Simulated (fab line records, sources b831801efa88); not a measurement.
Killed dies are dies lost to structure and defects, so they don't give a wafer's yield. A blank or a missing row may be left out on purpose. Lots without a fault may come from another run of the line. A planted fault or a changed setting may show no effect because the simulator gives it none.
Which tool did it? | flow sky130 | 15 lots, 45 wafers sampled, at 1 step of a route of 708

WHAT THE GAUGES READ, wafer by wafer
SKY_METAL2_OVL_MEAS_16.
lot  | measured     | on         | METAL2_OVL (nm)
L154 | day 35 07:19 | overlay-02 | -5 -2 7
L155 | day 35 10:50 | overlay-02 | -4 -3 -1
L156 | day 35 14:35 | overlay-01 | -3 1 -1
L158 | day 35 16:46 | overlay-01 | 0 0 -5
L157 | day 36 04:47 | overlay-02 | -2 0 1
L159 | day 36 08:23 | overlay-01 | 4 -6 -1
L161 | day 37 11:51 | overlay-01 | -7 -1 -6
L164 | day 37 23:35 | overlay-02 | 2 6 -2
L166 | day 38 12:27 | overlay-01 | -5 -6 -10
L167 | day 38 23:11 | overlay-01 | 6 1 5
L168 | day 39 08:53 | overlay-01 | -2 -7 -5
L172 | day 40 10:26 | overlay-01 | -9 -5 -8
L175 | day 41 06:53 | overlay-01 | 3 3 3
L176 | day 41 13:38 | overlay-02 | 6 7 11
L177 | day 42 04:57 | overlay-01 | -2 2 -7

WHICH TOOL RAN EACH LOT (tool, then ch and the chambers of the sampled wafers, then the start)
The record holds no process step before these readings.

WHAT THE TOOLS THEMSELVES READ (means of the sampled wafers that have a number; where no wafer has one, the mark that the record gives instead)
The record holds no such reading with a usual standard deviation.

THE ANSWER, worked out from the rows above alone
Rule: what is usual is taken from the lots themselves. Put in order of their means at a reading, lots are off if they are a third of the lots or fewer, leave a main group of 4 or more, and stand apart from it by a gap of 3 or more times the standard deviation of the main group's means; of several such gaps the widest counts. A main group whose means are all the same, to the digits that the tables above print for the reading, isn't used. A lot without any number at a reading at which 4 lots or more have one is off too. The other lots that the step has rows for count as sound. The gauges are gone through in route order, then the tools' own readings, and for those a lot's mean is taken as printed above. The first step at which some lot is off is used, and at that step the reading that is off furthest; a lot without a number counts as furthest.
No lot is off at any reading shown: from this, nothing can be told.

WHAT THE SIMULATOR HAD PUT IN
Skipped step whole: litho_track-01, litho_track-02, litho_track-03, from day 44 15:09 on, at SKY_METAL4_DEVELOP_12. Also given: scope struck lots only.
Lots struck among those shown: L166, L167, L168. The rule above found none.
